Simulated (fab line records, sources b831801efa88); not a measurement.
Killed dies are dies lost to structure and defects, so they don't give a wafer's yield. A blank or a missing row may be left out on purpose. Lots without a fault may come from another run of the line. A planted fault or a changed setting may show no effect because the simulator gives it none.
fab line records | flow gf180mcu
record lots=5 wafers=15 last_day=35
route steps=602 shown CONTACT@289 M1@315
lots that met no fault: from a run of the same line without faults
start_h: hours from the record's first day to the start of the lot's first wafer shown | wait_h: hours since the lot's step before | " the same as in the row above | L1.1+2: a row that stands for several wafers | - no value, or no start given | * or withheld: withheld | < > ~ a bound
route shown NAME@n: a module of which the file shows steps, and the number in the route of the first | usual: mean/standard deviation of fault-free wafers | same: alike in all rows | chamber/n: place in a boat | sites: the reading at each site | _std_site: their standard deviation | _edge_site: outer sites' mean less inner sites' | radius_mm: how far each site lies from the wafer's centre | mask NAME#n: copy n | behind: the tool/chamber that last shaped the wafer | hold: why the lot was held/for how many hours/how that ended | device: the transistor (n, p or np) that didn't switch | end of line: the same wafers' tests at the end of the route | a step without rows: its recipe alone | killed: dies lost to structure and defects at the first sort, not the wafer's yield | map: a wafer's dies, x killed, . not, _ none there
set.NAME: the setting as run; set.NAME@STEP: as run at that earlier step | model.NAME: the simulator's own value behind a step, which no gauge read
lots at some steps of the route; a table a step, a row a wafer
services: from which hour (start_h, from the record's first day; less than 0 if before it) a tool's chamber was out of use, for how many hours, and why
## steps
# step GF_CONTACT_CVD_02
# recipe material=SiO2 target_thk_nm=860 precursor=TEOS temp_c=400 time_s=95.992 rf_w=600
# usual heater_power_w=682/87
# columns lot.wafer tool chamber start_h wait_h heater_power_w since_wet_clean_h
L085.1 pecvd-04 2 442.24 0.1 616 268
L085.5 " 0 " " 759 -
L085.6 " 2 " " 645 -
L088.3 pecvd-01 1 473.94 0.0 723 91
L088.5 " 0 " " 852 -
L088.6 " 2 " " 478 -
L090.1 pecvd-04 0 499.96 0.1 778 325
L090.2 " 1 " " 799 325
L090.6 " 1 " " 628 -
L093.3 pecvd-04 0 518.80 0.0 808 344
L093.4 " 1 " " 756 -
L093.5 " 2 " " 632 -
L097.2 pecvd-02 0 549.88 0.0 585 792
L097.5 " 1 " " 780 -
L097.6 " 0 " " 639 -
# step GF_CONTACT_THK_MEAS_03
# recipe reads=SiO2_of_CONTACT_CVD_02
# usual CONTACT_CVD_02_THK=859/12
# columns lot.wafer tool chamber start_h wait_h CONTACT_CVD_02_THK[nm]
L085.1 film_metro-02 - 442.31 0.0 840
L085.5 " - " " 865
L085.6 " - " " 858
L088.3 film_metro-01 - 474.03 0.1 863
L088.5 " - " " 859
L088.6 " - " " 883
L090.1 film_metro-01 - 500.03 0.0 846
L090.2 " - " " 850
L090.6 " - " " 867
L093.3 film_metro-04 - 518.89 0.1 846
L093.4 " - " " 870
L093.5 " - " " 861
L097.2 film_metro-02 - 549.96 0.0 864
L097.5 " - " " 866
L097.6 " - " " 877
# step GF_CONTACT_CMP_04
# recipe material=SiO2 down_force_psi=4 platen_rpm=60 pad_velocity_m_s=0.94248
# usual motor_current_A=12.0/1.3 time_to_endpoint_s=111/5.7
# columns lot.wafer tool chamber start_h wait_h motor_current_A time_to_endpoint_s
L085.1 cmp-02 2 442.37 0.1 13.4 102
L085.6 " 2 " " 14.1 112
L085.5 " 3 " " 13.0 115
L088.3 cmp-02 2 474.07 0.0 13.3 113
L088.5 " 2 " " 13.5 110
L088.6 " 3 " " 13.0 122
L090.2 cmp-01 0 500.14 0.1 11.5 114
L090.1 " 1 " " 12.5 103
L090.6 " 0 " " 11.3 119
L093.4 cmp-02 2 518.93 0.0 13.9 116
L093.3 " 1 " " 9.8 112
L093.5 " 3 " " 12.5 109
L097.2 cmp-01 3 550.16 0.2 11.6 114
L097.6 " 0 " " 11.8 119
L097.5 " 1 " " 12.6 112
# step GF_CONTACT_BOW_MEAS_05
# recipe mode=bow
# usual CONTACT_BOW=65/6.8
# columns lot.wafer tool chamber start_h wait_h CONTACT_BOW[um]
L085.1 film_metro-02 - 442.67 0.2 69
L085.5 " - " " 69
L085.6 " - " " 66
L088.3 film_metro-04 - 474.45 0.3 57
L088.5 " - " " 66
L088.6 " - " " 76
L090.1 film_metro-01 - 500.39 0.1 52
L090.2 " - " " 68
L090.6 " - " " 55
L093.3 film_metro-02 - 519.27 0.1 55
L093.4 " - " " 60
L093.5 " - " " 65
L097.2 film_metro-02 - 550.33 0.1 57
L097.5 " - " " 72
L097.6 " - " " 53
# step GF_CONTACT_DEHYDRATE_06
# recipe temp_c=200 time_s=60
# columns lot.wafer tool chamber start_h wait_h
L085.1+5+6 litho_track-01 0 454.61 11.9
L088.3+5+6 litho_track-02 0 485.63 11.2
L090.1+2+6 litho_track-04 0 511.64 11.2
L093.3+4+5 litho_track-02 0 530.33 11.0
L097.2+5+6 litho_track-04 0 560.66 10.3
# step GF_CONTACT_HMDS_07
# recipe prime_time_s=60 prime_temp_c=120
# columns lot.wafer tool chamber start_h wait_h
L085.1+5+6 litho_track-01 0 454.76 0.1
L088.3+5+6 litho_track-02 0 485.78 0.1
L090.1+2+6 litho_track-04 0 511.79 0.1
L093.3+4+5 litho_track-02 0 530.48 0.1
L097.2+5+6 litho_track-04 0 560.81 0.1
# step GF_CONTACT_COAT_08
# recipe resist=BARC temp_c=withheld time_s=withheld spin_rpm=withheld resist_thk_nm=withheld
# columns lot.wafer tool chamber start_h wait_h
L085.1+5+6 litho_track-01 0 454.91 0.1
L088.3+5+6 litho_track-02 0 485.93 0.1
L090.1+2+6 litho_track-04 0 511.94 0.1
L093.3+4+5 litho_track-02 0 530.63 0.1
L097.2+5+6 litho_track-04 0 560.96 0.1
# step GF_CONTACT_COAT_09
# recipe resist=KrF spin_rpm=withheld resist_thk_nm=1000
# columns lot.wafer tool chamber start_h wait_h
L085.1+5+6 litho_track-01 0 - -
L088.3+5+6 litho_track-02 0 - -
L090.1+2+6 litho_track-04 0 - -
L093.3+4+5 litho_track-02 0 - -
L097.2+5+6 litho_track-04 0 - -
# step GF_CONTACT_SOFTBAKE_10
# recipe temp_c=130 time_s=60 resist=KrF
# columns lot.wafer tool chamber start_h wait_h
L085.1+5+6 litho_track-01 0 - -
L088.3+5+6 litho_track-02 0 - -
L090.1+2+6 litho_track-04 0 - -
L093.3+4+5 litho_track-02 0 - -
L097.2+5+6 litho_track-04 0 - -
# step GF_CONTACT_EXPOSE_11
# recipe mask_id=Contact target_cd_nm=220 na=0.68 source_shape=conventional sigma_outer=0.6 dose_mj=38
# columns lot.wafer tool chamber start_h wait_h mask
L085.1+5+6 krf_scanner-02 0 - - Contact#0
L088.3+5+6 krf_scanner-01 0 - - Contact#0
L090.1+2+6 krf_scanner-01 0 - - Contact#0
L093.3+4+5 krf_scanner-02 0 - - Contact#0
L097.2+5+6 krf_scanner-02 0 - - Contact#0
# step GF_CONTACT_PEB_12
# recipe peb_temp_c=135 peb_time_s=90 resist=KrF
# same peb_time_s=90
# columns lot.wafer tool chamber start_h wait_h
L085.1+5+6 litho_track-04 0 - -
L088.3+5+6 litho_track-04 0 - -
L090.1+2+6 litho_track-04 0 - -
L093.3+4+5 litho_track-04 0 - -
L097.2+5+6 litho_track-02 0 - -
# step GF_CONTACT_DEVELOP_13
# recipe develop_time_s=60 resist=KrF dev_temp_c=21
# columns lot.wafer tool chamber start_h wait_h
L085.1+5+6 litho_track-04 0 466.99 0.2
L088.3+5+6 litho_track-04 0 498.29 0.1
L090.1+2+6 litho_track-04 0 523.54 0.2
L093.3+4+5 litho_track-04 0 541.99 0.1
L097.2+5+6 litho_track-02 0 572.65 0.2
# step GF_CONTACT_CD_MEAS_14
# recipe target_cd_nm=220
# usual cd_nm=220.0/1.5
# columns lot.wafer tool chamber start_h wait_h cd_nm
L085.1 cd_sem-02 - 467.14 0.1 222.9
L085.5 " - " " 222.1
L085.6 " - " " 221.7
L088.3 cd_sem-01 - 498.43 0.1 217.7
L088.5 " - " " 218.5
L088.6 " - " " 217.5
L090.1 cd_sem-02 - 523.69 0.1 217.2
L090.2 " - " " 219.1
L090.6 " - " " 218.5
L093.3 cd_sem-02 - 542.13 0.1 221.4
L093.4 " - " " 219.5
L093.5 " - " " 221.1
L097.2 cd_sem-02 - 572.80 0.1 220.1
L097.5 " - " " 220.0
L097.6 " - " " 219.1
# step GF_CONTACT_OVL_MEAS_15
# usual CONTACT_OVL=2/6
# columns lot.wafer tool chamber start_h wait_h CONTACT_OVL[nm]
L085.1 overlay-01 - 467.26 0.1 9
L085.5 " - " " 0
L085.6 " - " " 6
L088.3 overlay-01 - 498.52 0.1 4
L088.5 " - " " 4
L088.6 " - " " 2
L090.1 overlay-02 - 523.81 0.1 13
L090.2 " - " " 14
L090.6 " - " " 13
L093.3 overlay-01 - 542.22 0.1 -9
L093.4 " - " " -14
L093.5 " - " " -10
L097.2 overlay-02 - 572.90 0.1 -3
L097.5 " - " " 1
L097.6 " - " " -4
# step GF_CONTACT_ETCH_16
# recipe chemistry=N2/H2 target_depth_a=withheld overetch_a=withheld time_s=withheld target=BARC ion_energy_ev=200 source_w=500 bias_w=100 pressure_mtorr=30 n2_flow_sccm=100 h2_flow_sccm=200
# usual chamber_pressure_mTorr=30.001/0.028 drypump_motor_current_A=5.5/0.59 oes_product_au=0.854/0.0049 throttle_valve_pct=13.224/0.0097
# columns lot.wafer tool chamber start_h wait_h chamber_pressure_mTorr drypump_motor_current_A oes_product_au throttle_valve_pct
L085.1 rie_diel-03 1 467.29 0.0 29.991 5.8 0.850 13.227
L085.5 " 1 " " 29.976 5.8 0.850 13.228
L085.6 " 2 " " 29.963 4.8 0.850 13.214
L088.3 rie_diel-01 0 498.54 0.0 30.020 5.5 0.848 13.227
L088.5 " 2 " " 29.986 5.4 0.854 13.227
L088.6 " 3 " " 30.028 5.1 0.854 13.220
L090.1 rie_diel-03 0 523.84 0.0 30.011 6.4 0.861 13.224
L090.2 " 2 " " 30.069 4.8 0.859 13.210
L090.6 " 0 " " 29.999 6.5 0.848 13.218
L093.3 rie_diel-01 1 542.24 0.0 29.922 6.5 0.854 13.225
L093.4 " 2 " " 30.011 5.4 0.852 13.217
L093.5 " 1 " " 30.010 6.5 0.864 13.227
L097.2 rie_diel-02 1 572.93 0.0 29.998 4.7 0.860 13.215
L097.5 " 2 " " 29.995 5.0 0.856 13.208
L097.6 " 3 " " 30.000 5.5 0.857 13.222
# step GF_CONTACT_ETCH_17
# recipe chemistry=C4F8/O2/Ar mask_material=KrF target=SiO2 stop_on=CoSi2 source_w=1500 bias_w=1200 pressure_mtorr=40 c4f8_flow_sccm=withheld O2_flow_sccm=6 Ar_flow_sccm=300 time_s=withheld target_depth_a=8600
# usual chamber_pressure_mTorr=40.00/0.035 oes_product_au=0.816/0.0049
# columns lot.wafer tool chamber start_h wait_h chamber_pressure_mTorr oes_product_au
L085.1 rie_diel-03 1 - - 39.94 0.809
L085.5 " 1 " " 40.04 0.814
L085.6 " 2 " " 40.01 0.820
L088.3 rie_diel-01 0 - - 40.00 0.816
L088.5 " 2 " " 40.03 0.815
L088.6 " 3 " " 40.03 0.811
L090.1 rie_diel-03 0 - - 39.97 0.822
L090.2 " 2 " " 40.07 0.821
L090.6 " 0 " " 40.04 0.822
L093.3 rie_diel-01 1 - - 39.98 0.816
L093.4 " 2 " " 40.05 0.811
L093.5 " 1 " " 39.94 0.815
L097.2 rie_diel-02 1 - - 40.04 0.814
L097.5 " 2 " " 39.99 0.815
L097.6 " 3 " " 40.04 0.810
# step GF_CONTACT_STRIP_18
# recipe chemistry=O2/N2 power_w=1400 pressure_mtorr=1500 platen_temp_c=250 o2_flow_sccm=3000 n2_flow_sccm=300 overash_fraction=0.5
# usual chamber_pressure_mTorr=1500.0/1.5 drypump_motor_current_A=5.6/0.37 heater_power_w=319/30 oes_product_au=0.580/0.0052 platen_temp_c=249.97/0.18
# columns lot.wafer tool chamber start_h wait_h chamber_pressure_mTorr drypump_motor_current_A heater_power_w oes_product_au platen_temp_c rf_hours_counter_h
L085.1 plasma_asher-03 0 467.45 - 1497.2 5.1 307 0.579 250.14 73
L085.5 " 0 " " 1502.2 5.1 319 0.577 250.09 -
L085.6 " 1 " " 1502.1 5.6 302 0.585 250.08 -
L088.3 plasma_asher-02 0 498.74 - 1499.0 5.8 345 0.573 249.82 -
L088.5 " 1 " " 1500.3 5.6 256 0.582 249.98 -
L088.6 " 0 " " 1500.3 5.8 356 0.578 249.52 -
L090.1 plasma_asher-02 0 524.00 - 1499.5 5.8 347 0.580 249.95 34
L090.2 " 1 " " 1499.9 5.6 255 0.565 249.83 34
L090.6 " 1 " " 1501.3 5.6 261 0.569 250.09 -
L093.3 plasma_asher-03 0 542.44 - 1501.6 5.1 314 0.582 249.76 -
L093.4 " 1 " " 1498.9 5.6 304 0.585 250.12 -
L093.5 " 1 " " 1502.0 5.6 309 0.585 249.68 -
L097.2 plasma_asher-02 0 573.10 - 1500.2 5.8 346 0.582 249.85 40
L097.5 " 0 " " 1500.9 5.8 355 0.576 249.59 -
L097.6 " 1 " " 1499.7 5.6 268 0.585 249.94 -
# step GF_CONTACT_CLEAN_19
# recipe chemistry=SPM
# columns lot.wafer tool chamber start_h wait_h
L085.1+5+6 wet_bench-01 1 467.55 0.1
L088.3+5+6 wet_bench-01 3 498.80 0.0
L090.1+2+6 wet_bench-04 2 524.10 0.1
L093.3+4+5 wet_bench-02 0 542.50 0.0
L097.2+5+6 wet_bench-04 2 573.20 0.1
# step GF_CONTACT_CLEAN_20
# recipe chemistry=DIW
# columns lot.wafer tool chamber start_h wait_h
L085.1+5+6 wet_bench-04 2 467.65 0.0
L088.3+5+6 wet_bench-02 2 498.90 0.0
L090.1+2+6 wet_bench-01 2 524.20 0.0
L093.3+4+5 wet_bench-01 2 542.60 0.0
L097.2+5+6 wet_bench-01 2 573.30 0.0
# step GF_CONTACT_CLEAN_21
# recipe chemistry=dHF time_s=20 dilution=100:1 dry=ipa_marangoni
# columns lot.wafer tool chamber start_h wait_h
L085.1+5+6 wet_bench-02 1 467.74 0.0
L088.3+5+6 wet_bench-04 2 499.00 0.0
L090.1+2+6 wet_bench-02 2 524.29 0.0
L093.3+4+5 wet_bench-02 0 542.69 0.0
L097.2+5+6 wet_bench-04 0 573.39 0.0
# step GF_CONTACT_SPUTTER_22
# recipe material=Ti target_thk_nm=15 chamber_pressure_pa=5 power_w=2500 substrate_temp_c=200 time_s=80.02
# usual chamber_pressure_pa=4.999/0.01 substrate_temp_c=200.00/0.17 throttle_valve_pct=29.7/0.87
# columns lot.wafer tool chamber start_h wait_h chamber_pressure_pa substrate_temp_c throttle_valve_pct
L085.1 pvd_sputter-04 - 467.75 0.0 4.992 200.32 29.2
L085.5 " - " " 4.991 199.73 29.7
L085.6 " - " " 4.987 199.93 31.3
L088.3 pvd_sputter-01 - 499.01 0.0 5.002 200.02 30.5
L088.5 " - " " 5.015 199.86 28.9
L088.6 " - " " 4.985 200.10 30.2
L090.1 pvd_sputter-02 - 524.30 0.0 4.993 200.09 28.0
L090.2 " - " " 4.999 200.05 30.8
L090.6 " - " " 4.997 200.09 28.3
L093.3 pvd_sputter-04 - 542.70 0.0 5.010 199.93 29.3
L093.4 " - " " 5.016 200.02 29.8
L093.5 " - " " 5.011 200.10 29.9
L097.2 pvd_sputter-02 - 573.40 0.0 4.997 199.84 29.5
L097.5 " - " " 5.024 200.18 28.1
L097.6 " - " " 5.004 200.14 31.0
# step GF_CONTACT_SPUTTER_23
# recipe material=TiN target_thk_nm=10 chamber_pressure_pa=5 power_w=4000 time_s=40
# usual chamber_pressure_pa=5.002/0.0092 throttle_valve_pct=29.8/0.87
# columns lot.wafer tool chamber start_h wait_h chamber_pressure_pa throttle_valve_pct
L085.1 pvd_sputter-04 - 467.81 0.0 5.009 29.3
L085.5 " - " " 4.993 29.6
L085.6 " - " " 5.005 31.4
L088.3 pvd_sputter-01 - 499.07 0.0 5.006 30.7
L088.5 " - " " 4.983 29.1
L088.6 " - " " 5.002 30.5
L090.1 pvd_sputter-02 - 524.36 0.0 5.008 28.2
L090.2 " - " " 5.008 30.9
L090.6 " - " " 4.999 28.1
L093.3 pvd_sputter-04 - 542.76 0.0 5.005 29.5
L093.4 " - " " 4.988 29.7
L093.5 " - " " 5.003 29.9
L097.2 pvd_sputter-02 - 573.47 0.0 4.989 29.4
L097.5 " - " " 5.001 28.0
L097.6 " - " " 4.999 31.0
# step GF_CONTACT_CVD_24
# recipe material=W target_thk_nm=300 time_s=90.339 temp_c=400 pressure_torr=40
# usual heater_power_w=916/28
# columns lot.wafer tool chamber start_h wait_h heater_power_w since_wet_clean_h
L085.1 cvd_w-02 1 467.85 0.0 919 564
L085.5 " 1 " " 937 -
L085.6 " 0 " " 935 -
L088.3 cvd_w-02 0 499.14 0.1 940 -
L088.5 " 1 " " 948 -
L088.6 " 0 " " 907 -
L090.1 cvd_w-02 0 524.40 0.0 906 620
L090.2 " 1 " " 934 620
L090.6 " 0 " " 913 -
L093.3 cvd_w-02 0 542.83 0.1 945 -
L093.4 " 1 " " 937 -
L093.5 " 0 " " 913 -
L097.2 cvd_w-02 0 573.50 0.0 930 670
L097.5 " 1 " " 915 -
L097.6 " 0 " " 950 -
# step GF_CONTACT_RS_MEAS_25
# recipe thk_meas_gauge=four-point-probe reads=W_of_CONTACT_CVD_24+TiN_of_CONTACT_SPUTTER_23+Ti_of_CONTACT_SPUTTER_22
# usual CONTACT_W_RS=0.381/0.0046
# columns lot.wafer tool chamber start_h wait_h CONTACT_W_RS[ohm/sq]
L085.1 film_metro-01 - 467.95 0.1 0.387
L085.5 " - " " 0.382
L085.6 " - " " 0.386
L088.3 film_metro-04 - 499.25 0.1 0.385
L088.5 " - " " 0.378
L088.6 " - " " 0.383
L090.1 film_metro-02 - 524.50 0.1 0.381
L090.2 " - " " 0.378
L090.6 " - " " 0.384
L093.3 film_metro-02 - 542.94 0.1 0.383
L093.4 " - " " 0.379
L093.5 " - " " 0.388
L097.2 film_metro-02 - 573.63 0.1 0.378
L097.5 " - " " 0.386
L097.6 " - " " 0.384
# step GF_CONTACT_THK_MEAS_26
# recipe thk_meas_gauge=xrf reads=W_of_CONTACT_CVD_24
# usual CONTACT_W_THK=297/4
# columns lot.wafer tool chamber start_h wait_h CONTACT_W_THK[nm]
L085.1 film_metro-01 - 468.07 0.1 292
L085.5 " - " " 297
L085.6 " - " " 294
L088.3 film_metro-04 - 499.35 0.1 293
L088.5 " - " " 297
L088.6 " - " " 292
L090.1 film_metro-02 - 524.62 0.1 300
L090.2 " - " " 301
L090.6 " - " " 296
L093.3 film_metro-02 - 543.04 0.1 291
L093.4 " - " " 295
L093.5 " - " " 288
L097.2 film_metro-02 - 573.74 0.1 301
L097.5 " - " " 296
L097.6 " - " " 299
# step GF_CONTACT_CMP_27
# recipe stop_on=SiO2 down_force_psi=3.5 platen_rpm=60 t_overpolish_s=15 target_thk_nm=0 pad_velocity_m_s=0.94248
# usual motor_current_A=11.0/1.3 overpolish_run_s=15.000/0.0095 time_to_endpoint_s=74/3.5
# columns lot.wafer tool chamber start_h wait_h motor_current_A overpolish_run_s time_to_endpoint_s
L085.1 cmp-02 3 468.28 0.2 12.7 15.004 66
L085.5 " 0 " " 10.0 14.991 71
L085.6 " 1 " " 8.7 14.994 74
L088.3 cmp-01 3 499.44 0.1 10.0 15.003 77
L088.5 " 2 " " 12.2 15.007 79
L088.6 " 3 " " 10.4 15.003 79
L090.1 cmp-02 3 524.76 0.1 12.1 15.015 69
L090.2 " 1 " " 9.2 14.986 77
L090.6 " 2 " " 13.5 15.011 71
L093.4 cmp-02 2 543.24 0.2 12.5 14.993 73
L093.3 " 3 " " 12.3 15.006 72
L093.5 " 3 " " 11.6 15.004 73
L097.2 cmp-01 2 575.52 1.8 12.5 14.987 76
L097.6 " 0 " " 10.0 15.003 75
L097.5 " 1 " " 10.6 14.991 74
# step GF_M1_SPUTTER_00
# recipe material=Ti target_thk_nm=37.5 arriving_ion_energy_ev=80 substrate_temp_c=200 chamber_pressure_pa=2 power_w=4000 time_s=150
# usual chamber_pressure_pa=2.000/0.0044 substrate_temp_c=200.00/0.15 throttle_valve_pct=30.3/0.83
# columns lot.wafer tool chamber start_h wait_h chamber_pressure_pa substrate_temp_c throttle_valve_pct
L085.1 pvd_sputter-04 - 468.43 0.1 2.002 200.28 29.9
L085.5 " - " " 1.997 200.12 29.9
L085.6 " - " " 2.005 200.09 31.4
L088.3 pvd_sputter-03 - 499.69 0.2 1.998 199.97 30.6
L088.5 " - " " 1.997 199.85 29.7
L088.6 " - " " 2.004 199.89 30.2
L090.1 pvd_sputter-01 - 525.01 0.2 2.004 199.88 30.4
L090.2 " - " " 2.007 199.81 29.3
L090.6 " - " " 1.995 200.08 30.5
L093.3 pvd_sputter-04 - 543.54 0.2 2.001 199.95 29.0
L093.4 " - " " 2.005 199.85 30.0
L093.5 " - " " 1.997 199.85 29.9
L097.2 pvd_sputter-01 - 575.72 0.1 1.999 199.94 29.1
L097.5 " - " " 1.998 199.80 29.0
L097.6 " - " " 1.995 200.06 30.4
# step GF_M1_SPUTTER_01
# recipe material=TiN target_thk_nm=30 power_w=6500 time_s=25 chamber_pressure_pa=0.4
# usual chamber_pressure_pa=0.4000/0.00075 throttle_valve_pct=30.2/0.81
# columns lot.wafer tool chamber start_h wait_h chamber_pressure_pa throttle_valve_pct
L085.1 pvd_sputter-04 - 468.53 0.1 0.4003 29.9
L085.5 " - " " 0.3994 29.6
L085.6 " - " " 0.3992 31.3
L088.3 pvd_sputter-03 - 499.79 0.1 0.4002 30.4
L088.5 " - " " 0.4006 30.0
L088.6 " - " " 0.4013 30.2
L090.1 pvd_sputter-01 - 525.11 0.1 0.4002 30.2
L090.2 " - " " 0.3995 29.1
L090.6 " - " " 0.4008 30.6
L093.3 pvd_sputter-04 - 543.64 0.1 0.3993 29.3
L093.4 " - " " 0.4003 29.8
L093.5 " - " " 0.4014 29.7
L097.2 pvd_sputter-01 - 575.82 0.1 0.4003 29.1
L097.5 " - " " 0.4011 29.0
L097.6 " - " " 0.3997 30.4
# step GF_M1_SPUTTER_02
# recipe material=AlCu target_thk_nm=450 power_w=10600 time_s=23.9 chamber_pressure_pa=0.4
# usual chamber_pressure_pa=0.4001/0.00087 throttle_valve_pct=30.3/0.82
# columns lot.wafer tool chamber start_h wait_h chamber_pressure_pa throttle_valve_pct
L085.1 pvd_sputter-04 - 468.56 0.0 0.4008 29.9
L085.5 " - " " 0.4014 29.7
L085.6 " - " " 0.3985 31.1
L088.3 pvd_sputter-03 - 499.82 0.0 0.3997 30.8
L088.5 " - " " 0.3987 30.0
L088.6 " - " " 0.3989 30.1
L090.1 pvd_sputter-01 - 525.14 0.0 0.4012 30.2
L090.2 " - " " 0.4006 29.0
L090.6 " - " " 0.4002 30.7
L093.3 pvd_sputter-04 - 543.67 0.0 0.3998 29.0
L093.4 " - " " 0.4003 29.7
L093.5 " - " " 0.4008 29.8
L097.2 pvd_sputter-01 - 575.85 0.0 0.4015 28.8
L097.5 " - " " 0.3988 28.8
L097.6 " - " " 0.4017 30.1
# step GF_M1_SPUTTER_03
# recipe material=Ti target_thk_nm=10 substrate_temp_c=300 chamber_pressure_pa=0.3 power_w=3000 time_s=6.7
# usual chamber_pressure_pa=0.3000/0.00064 substrate_temp_c=299.99/0.2 throttle_valve_pct=30.2/0.81
# columns lot.wafer tool chamber start_h wait_h chamber_pressure_pa substrate_temp_c throttle_valve_pct
L085.1 pvd_sputter-04 - 468.59 0.0 0.3001 299.90 29.7
L085.5 " - " " 0.3007 299.78 29.7
L085.6 " - " " 0.2997 300.08 31.4
L088.3 pvd_sputter-03 - 499.85 0.0 0.3006 300.41 30.5
L088.5 " - " " 0.3001 300.15 29.8
L088.6 " - " " 0.2994 300.27 30.2
L090.1 pvd_sputter-01 - 525.17 0.0 0.3000 300.08 30.3
L090.2 " - " " 0.2986 300.16 29.0
L090.6 " - " " 0.3005 299.99 30.6
L093.3 pvd_sputter-04 - 543.70 0.0 0.2996 300.27 29.0
L093.4 " - " " 0.3000 299.81 29.5
L093.5 " - " " 0.2999 300.03 29.9
L097.2 pvd_sputter-01 - 575.88 0.0 0.2994 300.12 29.1
L097.5 " - " " 0.2988 299.92 28.7
L097.6 " - " " 0.3000 299.93 30.5
# step GF_M1_SPUTTER_04
# recipe material=TiN target_thk_nm=50 power_w=6500 time_s=41.7 chamber_pressure_pa=0.4
# usual chamber_pressure_pa=0.4002/0.00084 throttle_valve_pct=30.3/0.83
# columns lot.wafer tool chamber start_h wait_h chamber_pressure_pa throttle_valve_pct
L085.1 pvd_sputter-04 - 468.61 0.0 0.4003 29.8
L085.5 " - " " 0.4002 30.0
L085.6 " - " " 0.4000 31.3
L088.3 pvd_sputter-03 - 499.87 0.0 0.3988 30.4
L088.5 " - " " 0.4004 29.9
L088.6 " - " " 0.4004 30.4
L090.1 pvd_sputter-01 - 525.19 0.0 0.4007 30.2
L090.2 " - " " 0.4011 29.1
L090.6 " - " " 0.4006 30.6
L093.3 pvd_sputter-04 - 543.72 0.0 0.3998 29.3
L093.4 " - " " 0.4008 29.5
L093.5 " - " " 0.4003 29.7
L097.2 pvd_sputter-01 - 575.90 0.0 0.4005 28.9
L097.5 " - " " 0.4005 29.0
L097.6 " - " " 0.3998 30.4
# step GF_M1_RS_MEAS_05
# recipe thk_meas_gauge=four-point-probe reads=TiN_of_M1_SPUTTER_04+Ti_of_M1_SPUTTER_03+AlCu_of_M1_SPUTTER_02+TiN_of_M1_SPUTTER_01+Ti_of_M1_SPUTTER_00
# usual M1_ALCU_RS=0.0695/0.00081
# columns lot.wafer tool chamber start_h wait_h M1_ALCU_RS[ohm/sq]
L085.1 film_metro-03 - 468.65 0.0 0.0693
L085.5 " - " " 0.0696
L085.6 " - " " 0.0693
L088.3 film_metro-03 - 499.95 0.1 0.0690
L088.5 " - " " 0.0699
L088.6 " - " " 0.0699
L090.1 film_metro-02 - 525.23 0.0 0.0695
L090.2 " - " " 0.0702
L090.6 " - " " 0.0704
L093.3 film_metro-02 - 543.80 0.1 0.0680
L093.4 " - " " 0.0686
L093.5 " - " " 0.0685
L097.2 film_metro-04 - 575.96 0.0 0.0705
L097.5 " - " " 0.0701
L097.6 " - " " 0.0699
# step GF_M1_THK_MEAS_06
# recipe thk_meas_gauge=xrf reads=AlCu_of_M1_SPUTTER_02
# usual M1_ALCU_THK=444/5.8
# columns lot.wafer tool chamber start_h wait_h M1_ALCU_THK[nm]
L085.1 film_metro-03 - 468.77 0.1 445
L085.5 " - " " 444
L085.6 " - " " 447
L088.3 film_metro-03 - 500.05 0.1 449
L088.5 " - " " 441
L088.6 " - " " 439
L090.1 film_metro-02 - 525.35 0.1 444
L090.2 " - " " 439
L090.6 " - " " 437
L093.3 film_metro-02 - 543.90 0.1 456
L093.4 " - " " 448
L093.5 " - " " 450
L097.2 film_metro-04 - 576.07 0.1 437
L097.5 " - " " 441
L097.6 " - " " 443
# step GF_M1_DEHYDRATE_07
# recipe temp_c=200 time_s=60
# columns lot.wafer tool chamber start_h wait_h
L085.1+5+6 litho_track-02 0 480.68 11.9
L088.3+5+6 litho_track-03 0 511.17 11.1
L090.1+2+6 litho_track-02 0 536.48 11.1
L093.3+4+5 litho_track-02 0 554.88 11.0
L097.2+5+6 litho_track-02 0 585.85 9.8
# step GF_M1_HMDS_08
# recipe prime_time_s=60 prime_temp_c=120
# columns lot.wafer tool chamber start_h wait_h
L085.1+5+6 litho_track-02 0 480.83 0.1
L088.3+5+6 litho_track-03 0 511.32 0.1
L090.1+2+6 litho_track-02 0 536.63 0.1
L093.3+4+5 litho_track-02 0 555.03 0.1
L097.2+5+6 litho_track-02 0 586.00 0.1
# step GF_M1_COAT_09
# recipe resist=KrF spin_rpm=withheld resist_thk_nm=1000
# columns lot.wafer tool chamber start_h wait_h
L085.1+5+6 litho_track-02 0 480.98 0.1
L088.3+5+6 litho_track-03 0 511.47 0.1
L090.1+2+6 litho_track-02 0 536.78 0.1
L093.3+4+5 litho_track-02 0 555.18 0.1
L097.2+5+6 litho_track-02 0 586.15 0.1
# step GF_M1_SOFTBAKE_10
# recipe temp_c=130 time_s=60 resist=KrF
# columns lot.wafer tool chamber start_h wait_h
L085.1+5+6 litho_track-02 0 481.13 0.1
L088.3+5+6 litho_track-03 0 511.62 0.1
L090.1+2+6 litho_track-02 0 536.93 0.1
L093.3+4+5 litho_track-02 0 555.33 0.1
L097.2+5+6 litho_track-02 0 586.30 0.1
# step GF_M1_EXPOSE_11
# recipe mask_id=Metal1 target_cd_nm=230 na=0.68 source_shape=conventional sigma_outer=0.6 dose_mj=28
# columns lot.wafer tool chamber start_h wait_h mask
L085.1+5+6 krf_scanner-01 0 - - Metal1#0
L088.3+5+6 krf_scanner-02 0 - - Metal1#0
L090.1+2+6 krf_scanner-01 0 - - Metal1#0
L093.3+4+5 krf_scanner-01 0 - - Metal1#0
L097.2+5+6 krf_scanner-01 0 - - Metal1#0
# step GF_M1_PEB_12
# recipe peb_temp_c=135 peb_time_s=90 resist=KrF
# same peb_time_s=90
# columns lot.wafer tool chamber start_h wait_h
L085.1+5+6 litho_track-04 0 - -
L088.3+5+6 litho_track-03 0 - -
L090.1+2+6 litho_track-02 0 - -
L093.3+4+5 litho_track-04 0 - -
L097.2+5+6 litho_track-02 0 - -
## services
# columns tool chamber start_h hours kind
krf_scanner-01 - 420.23 0.8 pm
rie_diel-03 2 439.34 9.5 repair
rie_diel-03 0 442.87 5.2 repair
krf_scanner-01 - 451.91 9.1 repair
pvd_sputter-01 - 461.74 4.1 repair
pvd_sputter-04 - 474.13 15.2 repair
rie_diel-03 2 477.31 11.1 repair
krf_scanner-02 - 488.73 4.0 repair
pvd_sputter-04 - 491.82 46.0 repair
rie_diel-03 3 503.78 2.7 repair
cmp-01 - 522.64 5.2 repair
cvd_w-02 - 532.99 2.3 repair
krf_scanner-02 - 542.60 2.5 repair
pvd_sputter-02 - 544.95 2.5 repair
krf_scanner-02 - 550.82 1.3 pm
krf_scanner-02 - 552.12 0.8 pm
cmp-01 - 555.61 18.9 pm
wet_bench-02 - 566.30 1.0 repair
krf_scanner-02 - 568.85 1.0 pm
cmp-02 - 572.28 4.0 pm
krf_scanner-01 - 575.04 1.0 pm
cmp-01 - 583.67 2.0 repair
krf_scanner-01 - 583.78 1.3 pm
krf_scanner-01 - 589.03 0.8 pm
## key
fault none
